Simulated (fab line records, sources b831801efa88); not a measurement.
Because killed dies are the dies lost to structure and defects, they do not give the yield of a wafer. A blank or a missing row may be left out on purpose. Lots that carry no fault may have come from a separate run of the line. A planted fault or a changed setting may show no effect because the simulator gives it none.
fab line records / flow sfqLine
[record] lots = 6 wafers = 18 lastDay = 87
route steps=325 shown I0@57 M1@58
lots untouched by any fault: they come from a run of this same line in which no faults occurred
startH: the number of hours between the record's first day and the start of the first shown wafer of the lot / waitH: hours since the lot's step before / " repeats the value in the row above / L1.1+2: a row that stands for several wafers / - value missing, or start not given / * or withheld: withheld / < > ~ a bound
route shown NAME@n: a module of which the file shows steps, and the number in the route of the first / usual: mean and standard deviation over wafers with no fault / same: alike in all rows / chamber/n: place in a boat / sites: per-site readings / _std_site: standard deviation across them / _edge_site: inner sites' mean taken away from outer sites' mean / radiusMm: for every site, how far away it sits from the centre of the wafer / mask NAME#n: copy n / behind: tool/chamber where the wafer was last shaped / hold: reason for holding the lot/hours on hold/outcome of the hold / device: the transistor (n, p or np) that didn't switch / end of line: tests of these same wafers at the route's end / step lacking rows: just its recipe / killed: at the first sort, the dies lost to defects and structure; wafer yield is something else / map: dies across one wafer; x = killed, . = not, _ = none there
set.NAME: the setting the step ran with; set.NAME@STEP: the setting that earlier step ran with / model.NAME: the simulator's own value behind a step, which no gauge read
lots seen at some steps along the route; tables by step, rows by wafer
services: from which hour (startH, from the record's first day; less than 0 if before it) a tool's chamber was out of use, for how many hours, and why
[[steps]]
[step SFQ_TRILAYER_I0_VIA_STRIP_SOLV_CLEAN_036]
[recipe] chemistry = NMP tempC = 70 timeS = 600
[step SFQ_TRILAYER_M1_DEP_PRE_CLEAN_038]
[recipe] gas = Ar timeS = 22.5 biasV = 250
[step SFQ_TRILAYER_M1_DEP_SPUTTER_037]
[recipe] material = Nb basePressurePa = 1.33e-06 chamberPressurePa = 0.1333 substrateTempC = 20 resputterCathodeVoltageV = 400 targetThkNm = 200 powerW = 2000 timeS = 133.3
[usual] throttleValvePct = 30.0/1.2
lot.wafer=L422.2 tool=pvdSputter-06 chamber=- startH=243.33 waitH=0.0 throttleValvePct=31.3
lot.wafer=L422.4 tool=pvdSputter-06 chamber=- startH=243.33 waitH=0.0 throttleValvePct=30.7
lot.wafer=L422.5 tool=pvdSputter-06 chamber=- startH=243.33 waitH=0.0 throttleValvePct=31.4
lot.wafer=L427.4 tool=pvdSputter-05 chamber=- startH=273.33 waitH=0.0 throttleValvePct=29.1
lot.wafer=L427.5 tool=pvdSputter-05 chamber=- startH=273.33 waitH=0.0 throttleValvePct=29.1
lot.wafer=L427.6 tool=pvdSputter-05 chamber=- startH=273.33 waitH=0.0 throttleValvePct=30.3
lot.wafer=L428.1 tool=pvdSputter-03 chamber=- startH=279.33 waitH=0.0 throttleValvePct=28.6
lot.wafer=L428.3 tool=pvdSputter-03 chamber=- startH=279.33 waitH=0.0 throttleValvePct=28.1
lot.wafer=L428.5 tool=pvdSputter-03 chamber=- startH=279.33 waitH=0.0 throttleValvePct=28.0
lot.wafer=L430.2 tool=pvdSputter-06 chamber=- startH=287.73 waitH=0.0 throttleValvePct=29.0
lot.wafer=L430.4 tool=pvdSputter-06 chamber=- startH=287.73 waitH=0.0 throttleValvePct=31.6
lot.wafer=L430.5 tool=pvdSputter-06 chamber=- startH=287.73 waitH=0.0 throttleValvePct=28.8
lot.wafer=L438.2 tool=pvdSputter-06 chamber=- startH=343.78 waitH=0.0 throttleValvePct=30.7
lot.wafer=L438.4 tool=pvdSputter-06 chamber=- startH=343.78 waitH=0.0 throttleValvePct=31.1
lot.wafer=L438.5 tool=pvdSputter-06 chamber=- startH=343.78 waitH=0.0 throttleValvePct=31.5
lot.wafer=L444.4 tool=pvdSputter-05 chamber=- startH=385.60 waitH=0.0 throttleValvePct=31.4
lot.wafer=L444.5 tool=pvdSputter-05 chamber=- startH=385.60 waitH=0.0 throttleValvePct=29.3
lot.wafer=L444.6 tool=pvdSputter-05 chamber=- startH=385.60 waitH=0.0 throttleValvePct=30.9
[step SFQ_M1_RS_MEAS_909]
[recipe] thkMeasGauge = four-point-probe reads = Nb_of_TRILAYER_M1_DEP_SPUTTER_037
[usual] M1_NB_RS = 0.891/0.0098
lot.wafer=L422.2 tool=filmMetro-01 chamber=- startH=243.44 waitH=0.1 M1_NB_RS[ohm/sq]=0.882
lot.wafer=L422.4 tool=filmMetro-01 chamber=- startH=243.44 waitH=0.1 M1_NB_RS[ohm/sq]=0.879
lot.wafer=L422.5 tool=filmMetro-01 chamber=- startH=243.44 waitH=0.1 M1_NB_RS[ohm/sq]=0.873
lot.wafer=L427.4 tool=filmMetro-03 chamber=- startH=273.48 waitH=0.1 M1_NB_RS[ohm/sq]=0.880
lot.wafer=L427.5 tool=filmMetro-03 chamber=- startH=273.48 waitH=0.1 M1_NB_RS[ohm/sq]=0.883
lot.wafer=L427.6 tool=filmMetro-03 chamber=- startH=273.48 waitH=0.1 M1_NB_RS[ohm/sq]=0.879
lot.wafer=L428.1 tool=filmMetro-02 chamber=- startH=279.42 waitH=0.0 M1_NB_RS[ohm/sq]=0.896
lot.wafer=L428.3 tool=filmMetro-02 chamber=- startH=279.42 waitH=0.0 M1_NB_RS[ohm/sq]=0.891
lot.wafer=L428.5 tool=filmMetro-02 chamber=- startH=279.42 waitH=0.0 M1_NB_RS[ohm/sq]=0.891
lot.wafer=L430.2 tool=filmMetro-03 chamber=- startH=287.84 waitH=0.1 M1_NB_RS[ohm/sq]=0.875
lot.wafer=L430.4 tool=filmMetro-03 chamber=- startH=287.84 waitH=0.1 M1_NB_RS[ohm/sq]=0.874
lot.wafer=L430.5 tool=filmMetro-03 chamber=- startH=287.84 waitH=0.1 M1_NB_RS[ohm/sq]=0.869
lot.wafer=L438.2 tool=filmMetro-02 chamber=- startH=343.89 waitH=0.1 M1_NB_RS[ohm/sq]=0.893
lot.wafer=L438.4 tool=filmMetro-02 chamber=- startH=343.89 waitH=0.1 M1_NB_RS[ohm/sq]=0.903
lot.wafer=L438.5 tool=filmMetro-02 chamber=- startH=343.89 waitH=0.1 M1_NB_RS[ohm/sq]=0.899
lot.wafer=L444.4 tool=filmMetro-02 chamber=- startH=385.75 waitH=0.1 M1_NB_RS[ohm/sq]=0.908
lot.wafer=L444.5 tool=filmMetro-02 chamber=- startH=385.75 waitH=0.1 M1_NB_RS[ohm/sq]=0.897
lot.wafer=L444.6 tool=filmMetro-02 chamber=- startH=385.75 waitH=0.1 M1_NB_RS[ohm/sq]=0.901
[step SFQ_TRILAYER_M1_LITHO_COAT_044]
[recipe] resist = BARC spinRpm = 3000 resistThkNm = 62
[step SFQ_TRILAYER_M1_LITHO_COAT_039]
[recipe] resist = KrF spinRpm = 3000 resistThkNm = 600
[step SFQ_TRILAYER_M1_LITHO_SOFTBAKE_043]
[recipe] tempC = withheld timeS = withheld resist = KrF
[step SFQ_TRILAYER_M1_LITHO_EXPOSE_040]
[recipe] maskId = M1 na = 0.6 sourceShape = conventional sigmaOuter = 0.65 targetCdNm = 500 doseMj = 14.4
[step SFQ_TRILAYER_M1_LITHO_PEB_042]
[recipe] pebTempC = 115 pebTimeS = 60 resist = KrF
[step SFQ_TRILAYER_M1_LITHO_DEVELOP_041]
[recipe] timeS = 60 resist = KrF
[step SFQ_M1_OVL_MEAS_911]
[usual] M1_OVL = -2/4.7
lot.wafer=L422.2 tool=overlay-02 chamber=- startH=351.00 waitH=0.1 M1_OVL[nm]=-5
lot.wafer=L422.4 tool=overlay-02 chamber=- startH=351.00 waitH=0.1 M1_OVL[nm]=-2
lot.wafer=L422.5 tool=overlay-02 chamber=- startH=351.00 waitH=0.1 M1_OVL[nm]=-3
lot.wafer=L427.4 tool=overlay-02 chamber=- startH=385.81 waitH=0.1 M1_OVL[nm]=1
lot.wafer=L427.5 tool=overlay-02 chamber=- startH=385.81 waitH=0.1 M1_OVL[nm]=0
lot.wafer=L427.6 tool=overlay-02 chamber=- startH=385.81 waitH=0.1 M1_OVL[nm]=5
lot.wafer=L428.1 tool=overlay-02 chamber=- startH=395.39 waitH=0.1 M1_OVL[nm]=4
lot.wafer=L428.3 tool=overlay-02 chamber=- startH=395.39 waitH=0.1 M1_OVL[nm]=4
lot.wafer=L428.5 tool=overlay-02 chamber=- startH=395.39 waitH=0.1 M1_OVL[nm]=-3
lot.wafer=L430.2 tool=overlay-01 chamber=- startH=407.40 waitH=0.1 M1_OVL[nm]=1
lot.wafer=L430.4 tool=overlay-01 chamber=- startH=407.40 waitH=0.1 M1_OVL[nm]=-2
lot.wafer=L430.5 tool=overlay-01 chamber=- startH=407.40 waitH=0.1 M1_OVL[nm]=-1
lot.wafer=L438.2 tool=overlay-01 chamber=- startH=470.24 waitH=0.1 M1_OVL[nm]=-5
lot.wafer=L438.4 tool=overlay-01 chamber=- startH=470.24 waitH=0.1 M1_OVL[nm]=-2
lot.wafer=L438.5 tool=overlay-01 chamber=- startH=470.24 waitH=0.1 M1_OVL[nm]=-5
lot.wafer=L444.4 tool=overlay-01 chamber=- startH=515.30 waitH=0.1 M1_OVL[nm]=4
lot.wafer=L444.5 tool=overlay-01 chamber=- startH=515.30 waitH=0.1 M1_OVL[nm]=2
lot.wafer=L444.6 tool=overlay-01 chamber=- startH=515.30 waitH=0.1 M1_OVL[nm]=7
[step SFQ_TRILAYER_M1_BARC_OPEN_METAL_ETCH_054]
[recipe] maskMaterial = PR chemistry = O2 targetDepthNm = 125 target = BARC icpW = 600 biasW = 80 pressureMtorr = 10 timeS = 41.7
[usual] drypumpMotorCurrentA = 5.34/0.26 oesProductAu = 0.684/0.0045
lot.wafer=L422.2 tool=rieMetal-01 chamber=0 startH=351.03 waitH=0.0 drypumpMotorCurrentA=5.34 oesProductAu=0.688 rfHoursCounterH=113 model.KrF_of_TRILAYER_M1_LITHO_COAT_039.thkNm=520.1
lot.wafer=L422.4 tool=rieMetal-01 chamber=0 startH=351.03 waitH=0.0 drypumpMotorCurrentA=5.33 oesProductAu=0.687 rfHoursCounterH=- model.KrF_of_TRILAYER_M1_LITHO_COAT_039.thkNm=521.4
lot.wafer=L422.5 tool=rieMetal-01 chamber=1 startH=351.03 waitH=0.0 drypumpMotorCurrentA=5.38 oesProductAu=0.688 rfHoursCounterH=- model.KrF_of_TRILAYER_M1_LITHO_COAT_039.thkNm=520.9
lot.wafer=L427.4 tool=rieMetal-04 chamber=1 startH=385.85 waitH=0.0 drypumpMotorCurrentA=5.45 oesProductAu=0.678 rfHoursCounterH=- model.KrF_of_TRILAYER_M1_LITHO_COAT_039.thkNm=523.1
lot.wafer=L427.5 tool=rieMetal-04 chamber=1 startH=385.85 waitH=0.0 drypumpMotorCurrentA=5.45 oesProductAu=0.681 rfHoursCounterH=- model.KrF_of_TRILAYER_M1_LITHO_COAT_039.thkNm=533.6
lot.wafer=L427.6 tool=rieMetal-04 chamber=0 startH=385.85 waitH=0.0 drypumpMotorCurrentA=4.89 oesProductAu=0.686 rfHoursCounterH=- model.KrF_of_TRILAYER_M1_LITHO_COAT_039.thkNm=533.7
lot.wafer=L428.1 tool=rieMetal-04 chamber=0 startH=395.43 waitH=0.0 drypumpMotorCurrentA=4.89 oesProductAu=0.684 rfHoursCounterH=131 model.KrF_of_TRILAYER_M1_LITHO_COAT_039.thkNm=536.3
lot.wafer=L428.3 tool=rieMetal-04 chamber=0 startH=395.43 waitH=0.0 drypumpMotorCurrentA=4.88 oesProductAu=0.692 rfHoursCounterH=- model.KrF_of_TRILAYER_M1_LITHO_COAT_039.thkNm=522.5
lot.wafer=L428.5 tool=rieMetal-04 chamber=1 startH=395.43 waitH=0.0 drypumpMotorCurrentA=5.47 oesProductAu=0.683 rfHoursCounterH=- model.KrF_of_TRILAYER_M1_LITHO_COAT_039.thkNm=535.4
lot.wafer=L430.2 tool=rieMetal-02 chamber=0 startH=407.43 waitH=0.0 drypumpMotorCurrentA=5.49 oesProductAu=0.683 rfHoursCounterH=34 model.KrF_of_TRILAYER_M1_LITHO_COAT_039.thkNm=518.3
lot.wafer=L430.4 tool=rieMetal-02 chamber=1 startH=407.43 waitH=0.0 drypumpMotorCurrentA=5.69 oesProductAu=0.687 rfHoursCounterH=- model.KrF_of_TRILAYER_M1_LITHO_COAT_039.thkNm=516.9
lot.wafer=L430.5 tool=rieMetal-02 chamber=0 startH=407.43 waitH=0.0 drypumpMotorCurrentA=5.51 oesProductAu=0.682 rfHoursCounterH=- model.KrF_of_TRILAYER_M1_LITHO_COAT_039.thkNm=517.9
lot.wafer=L438.2 tool=rieMetal-02 chamber=1 startH=470.27 waitH=0.0 drypumpMotorCurrentA=5.64 oesProductAu=0.678 rfHoursCounterH=81 model.KrF_of_TRILAYER_M1_LITHO_COAT_039.thkNm=523.4
lot.wafer=L438.4 tool=rieMetal-02 chamber=1 startH=470.27 waitH=0.0 drypumpMotorCurrentA=5.66 oesProductAu=0.691 rfHoursCounterH=- model.KrF_of_TRILAYER_M1_LITHO_COAT_039.thkNm=521.8
lot.wafer=L438.5 tool=rieMetal-02 chamber=1 startH=470.27 waitH=0.0 drypumpMotorCurrentA=5.63 oesProductAu=0.692 rfHoursCounterH=- model.KrF_of_TRILAYER_M1_LITHO_COAT_039.thkNm=521.8
lot.wafer=L444.4 tool=rieMetal-04 chamber=0 startH=515.34 waitH=0.0 drypumpMotorCurrentA=4.89 oesProductAu=0.689 rfHoursCounterH=- model.KrF_of_TRILAYER_M1_LITHO_COAT_039.thkNm=521.7
lot.wafer=L444.5 tool=rieMetal-04 chamber=0 startH=515.34 waitH=0.0 drypumpMotorCurrentA=4.89 oesProductAu=0.687 rfHoursCounterH=- model.KrF_of_TRILAYER_M1_LITHO_COAT_039.thkNm=522
lot.wafer=L444.6 tool=rieMetal-04 chamber=1 startH=515.34 waitH=0.0 drypumpMotorCurrentA=5.49 oesProductAu=0.678 rfHoursCounterH=- model.KrF_of_TRILAYER_M1_LITHO_COAT_039.thkNm=520.4
[step SFQ_TRILAYER_M1_ETCH_METAL_ETCH_042]
[recipe] target = Nb stopOn = SiO2 maskMaterial = PR chemistry = Cl2/Ar targetDepthNm = 240 icpW = 600 biasW = 80 pressureMtorr = 10 timeS = 120
[usual] drypumpMotorCurrentA = 5.33/0.26 oesProductAu = 0.894/0.0068
lot.wafer=L422.2 tool=rieMetal-01 chamber=0 startH=351.09 waitH=0.0 drypumpMotorCurrentA=5.33 oesProductAu=0.901 rfHoursCounterH=113 model.KrF_of_TRILAYER_M1_LITHO_COAT_039.thkNm=378.3
lot.wafer=L422.4 tool=rieMetal-01 chamber=0 startH=351.09 waitH=0.0 drypumpMotorCurrentA=5.36 oesProductAu=0.898 rfHoursCounterH=- model.KrF_of_TRILAYER_M1_LITHO_COAT_039.thkNm=379.2
lot.wafer=L422.5 tool=rieMetal-01 chamber=1 startH=351.09 waitH=0.0 drypumpMotorCurrentA=5.40 oesProductAu=0.903 rfHoursCounterH=- model.KrF_of_TRILAYER_M1_LITHO_COAT_039.thkNm=380.3
lot.wafer=L427.4 tool=rieMetal-04 chamber=1 startH=385.96 waitH=0.1 drypumpMotorCurrentA=5.47 oesProductAu=0.897 rfHoursCounterH=- model.KrF_of_TRILAYER_M1_LITHO_COAT_039.thkNm=383.3
lot.wafer=L427.5 tool=rieMetal-04 chamber=1 startH=385.96 waitH=0.1 drypumpMotorCurrentA=5.45 oesProductAu=0.903 rfHoursCounterH=- model.KrF_of_TRILAYER_M1_LITHO_COAT_039.thkNm=394.6
lot.wafer=L427.6 tool=rieMetal-04 chamber=0 startH=385.96 waitH=0.1 drypumpMotorCurrentA=4.89 oesProductAu=0.904 rfHoursCounterH=- model.KrF_of_TRILAYER_M1_LITHO_COAT_039.thkNm=393.2
lot.wafer=L428.1 tool=rieMetal-04 chamber=0 startH=395.49 waitH=0.0 drypumpMotorCurrentA=4.88 oesProductAu=0.886 rfHoursCounterH=131 model.KrF_of_TRILAYER_M1_LITHO_COAT_039.thkNm=395.5
lot.wafer=L428.3 tool=rieMetal-04 chamber=0 startH=395.49 waitH=0.0 drypumpMotorCurrentA=4.87 oesProductAu=0.902 rfHoursCounterH=- model.KrF_of_TRILAYER_M1_LITHO_COAT_039.thkNm=383.4
lot.wafer=L428.5 tool=rieMetal-04 chamber=1 startH=395.49 waitH=0.0 drypumpMotorCurrentA=5.46 oesProductAu=0.901 rfHoursCounterH=- model.KrF_of_TRILAYER_M1_LITHO_COAT_039.thkNm=396.3
lot.wafer=L430.2 tool=rieMetal-02 chamber=0 startH=407.49 waitH=0.0 drypumpMotorCurrentA=5.46 oesProductAu=0.903 rfHoursCounterH=34 model.KrF_of_TRILAYER_M1_LITHO_COAT_039.thkNm=379.7
lot.wafer=L430.4 tool=rieMetal-02 chamber=1 startH=407.49 waitH=0.0 drypumpMotorCurrentA=5.65 oesProductAu=0.905 rfHoursCounterH=- model.KrF_of_TRILAYER_M1_LITHO_COAT_039.thkNm=377.2
lot.wafer=L430.5 tool=rieMetal-02 chamber=0 startH=407.49 waitH=0.0 drypumpMotorCurrentA=5.47 oesProductAu=0.903 rfHoursCounterH=- model.KrF_of_TRILAYER_M1_LITHO_COAT_039.thkNm=378.6
lot.wafer=L438.2 tool=rieMetal-02 chamber=1 startH=470.33 waitH=0.0 drypumpMotorCurrentA=5.70 oesProductAu=0.902 rfHoursCounterH=81 model.KrF_of_TRILAYER_M1_LITHO_COAT_039.thkNm=384.3
lot.wafer=L438.4 tool=rieMetal-02 chamber=1 startH=470.33 waitH=0.0 drypumpMotorCurrentA=5.70 oesProductAu=0.889 rfHoursCounterH=- model.KrF_of_TRILAYER_M1_LITHO_COAT_039.thkNm=383.5
lot.wafer=L438.5 tool=rieMetal-02 chamber=1 startH=470.33 waitH=0.0 drypumpMotorCurrentA=5.69 oesProductAu=0.896 rfHoursCounterH=- model.KrF_of_TRILAYER_M1_LITHO_COAT_039.thkNm=382.1
lot.wafer=L444.4 tool=rieMetal-04 chamber=0 startH=515.42 waitH=0.1 drypumpMotorCurrentA=4.90 oesProductAu=0.889 rfHoursCounterH=- model.KrF_of_TRILAYER_M1_LITHO_COAT_039.thkNm=380.9
lot.wafer=L444.5 tool=rieMetal-04 chamber=0 startH=515.42 waitH=0.1 drypumpMotorCurrentA=4.89 oesProductAu=0.889 rfHoursCounterH=- model.KrF_of_TRILAYER_M1_LITHO_COAT_039.thkNm=379.3
lot.wafer=L444.6 tool=rieMetal-04 chamber=1 startH=515.42 waitH=0.1 drypumpMotorCurrentA=5.46 oesProductAu=0.892 rfHoursCounterH=- model.KrF_of_TRILAYER_M1_LITHO_COAT_039.thkNm=379.6
[step SFQ_TRILAYER_M1_STRIP_STRIP_043]
[recipe] gas = O2 powerW = 200 platenTempC = 40 overashFraction = 0.65 chemistry = O2 pressureMtorr = 50
[usual] drypumpMotorCurrentA = 5.33/0.27 oesProductAu = 0.997/0.0078
[same] overashFraction = 0.65
lot.wafer=L422.2 tool=rieMetal-01 chamber=0 startH=351.21 waitH=0.1 drypumpMotorCurrentA=5.36 oesProductAu=1.005 rfHoursCounterH=113
lot.wafer=L422.4 tool=rieMetal-01 chamber=0 startH=351.21 waitH=0.1 drypumpMotorCurrentA=5.35 oesProductAu=0.997 rfHoursCounterH=-
lot.wafer=L422.5 tool=rieMetal-01 chamber=1 startH=351.21 waitH=0.1 drypumpMotorCurrentA=5.38 oesProductAu=0.996 rfHoursCounterH=-
lot.wafer=L427.4 tool=rieMetal-04 chamber=1 startH=386.34 waitH=0.3 drypumpMotorCurrentA=5.44 oesProductAu=0.997 rfHoursCounterH=-
lot.wafer=L427.5 tool=rieMetal-04 chamber=1 startH=386.34 waitH=0.3 drypumpMotorCurrentA=5.45 oesProductAu=0.984 rfHoursCounterH=-
lot.wafer=L427.6 tool=rieMetal-04 chamber=0 startH=386.34 waitH=0.3 drypumpMotorCurrentA=4.91 oesProductAu=1.006 rfHoursCounterH=-
lot.wafer=L428.1 tool=rieMetal-04 chamber=0 startH=395.61 waitH=0.1 drypumpMotorCurrentA=4.87 oesProductAu=0.986 rfHoursCounterH=131
lot.wafer=L428.3 tool=rieMetal-04 chamber=0 startH=395.61 waitH=0.1 drypumpMotorCurrentA=4.89 oesProductAu=1.008 rfHoursCounterH=-
lot.wafer=L428.5 tool=rieMetal-04 chamber=1 startH=395.61 waitH=0.1 drypumpMotorCurrentA=5.45 oesProductAu=0.984 rfHoursCounterH=-
lot.wafer=L430.2 tool=rieMetal-02 chamber=0 startH=407.61 waitH=0.1 drypumpMotorCurrentA=5.46 oesProductAu=1.004 rfHoursCounterH=34
lot.wafer=L430.4 tool=rieMetal-02 chamber=1 startH=407.61 waitH=0.1 drypumpMotorCurrentA=5.66 oesProductAu=1.006 rfHoursCounterH=-
lot.wafer=L430.5 tool=rieMetal-02 chamber=0 startH=407.61 waitH=0.1 drypumpMotorCurrentA=5.46 oesProductAu=1.000 rfHoursCounterH=-
lot.wafer=L438.2 tool=rieMetal-02 chamber=1 startH=470.45 waitH=0.1 drypumpMotorCurrentA=5.70 oesProductAu=0.993 rfHoursCounterH=81
lot.wafer=L438.4 tool=rieMetal-02 chamber=1 startH=470.45 waitH=0.1 drypumpMotorCurrentA=5.70 oesProductAu=0.986 rfHoursCounterH=-
lot.wafer=L438.5 tool=rieMetal-02 chamber=1 startH=470.45 waitH=0.1 drypumpMotorCurrentA=5.66 oesProductAu=1.003 rfHoursCounterH=-
lot.wafer=L444.4 tool=rieMetal-04 chamber=0 startH=515.70 waitH=0.2 drypumpMotorCurrentA=4.89 oesProductAu=1.010 rfHoursCounterH=-
lot.wafer=L444.5 tool=rieMetal-04 chamber=0 startH=515.70 waitH=0.2 drypumpMotorCurrentA=4.90 oesProductAu=1.000 rfHoursCounterH=-
lot.wafer=L444.6 tool=rieMetal-04 chamber=1 startH=515.70 waitH=0.2 drypumpMotorCurrentA=5.46 oesProductAu=1.002 rfHoursCounterH=-
[[services]]
tool=rieMetal-04 chamber=- startH=234.97 hours=1.4 kind=pm
tool=pvdSputter-03 chamber=- startH=244.94 hours=7.9 kind=repair
tool=rieMetal-04 chamber=- startH=246.62 hours=0.6 kind=repair
tool=rieMetal-02 chamber=- startH=254.97 hours=2.8 kind=pm
tool=pvdSputter-03 chamber=2 startH=267.68 hours=- kind=consumableReplace:kit
tool=pvdSputter-03 chamber=2 startH=267.68 hours=18.0 kind=scheduledDown
tool=pvdSputter-03 chamber=2 startH=267.68 hours=18.0 kind=ventCycle
tool=rieMetal-01 chamber=0 startH=303.92 hours=1.1 kind=repair
tool=rieMetal-02 chamber=1 startH=332.00 hours=11.1 kind=repair
tool=rieMetal-04 chamber=1 startH=332.29 hours=11.3 kind=repair
tool=rieMetal-02 chamber=0 startH=345.60 hours=3.7 kind=repair
tool=pvdSputter-05 chamber=3 startH=351.37 hours=- kind=consumableReplace:kit
tool=pvdSputter-05 chamber=3 startH=351.37 hours=18.0 kind=scheduledDown
tool=pvdSputter-05 chamber=3 startH=351.37 hours=18.0 kind=ventCycle
tool=rieMetal-01 chamber=- startH=354.57 hours=0.5 kind=repair
tool=pvdSputter-03 chamber=- startH=394.25 hours=0.6 kind=repair
tool=rieMetal-01 chamber=- startH=436.29 hours=0.4 kind=repair
tool=pvdSputter-06 chamber=- startH=443.46 hours=25.3 kind=repair
tool=rieMetal-01 chamber=- startH=484.38 hours=0.6 kind=repair
tool=rieMetal-04 chamber=- startH=504.65 hours=2.8 kind=pm
tool=rieMetal-01 chamber=1 startH=509.90 hours=7.3 kind=repair
[[key]]
firstSign none at tools or gauges
[modelEffect] step = SFQ_TRILAYER_M1_BARC_OPEN_METAL_ETCH_054 value = KrF_of_TRILAYER_M1_LITHO_COAT_039.thkNm without = 522.3 struck = 534.8
[modelEffect] step = SFQ_TRILAYER_M1_ETCH_METAL_ETCH_042 value = KrF_of_TRILAYER_M1_LITHO_COAT_039.thkNm without = 382.4 struck = 394.9
metAt SFQ_TRILAYER_M1_BARC_OPEN_METAL_ETCH_054
struckWafers L427.5,L427.6,L428.1,L428.5
[fault] kind = processParameterDrift tool = rieMetal-04 chamber = - onsetH = 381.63 steps = SFQ_TRILAYER_M1_BARC_OPEN_METAL_ETCH_054 channel = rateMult offset = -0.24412 shape = step endH = 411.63 scope = struckWafersOnly
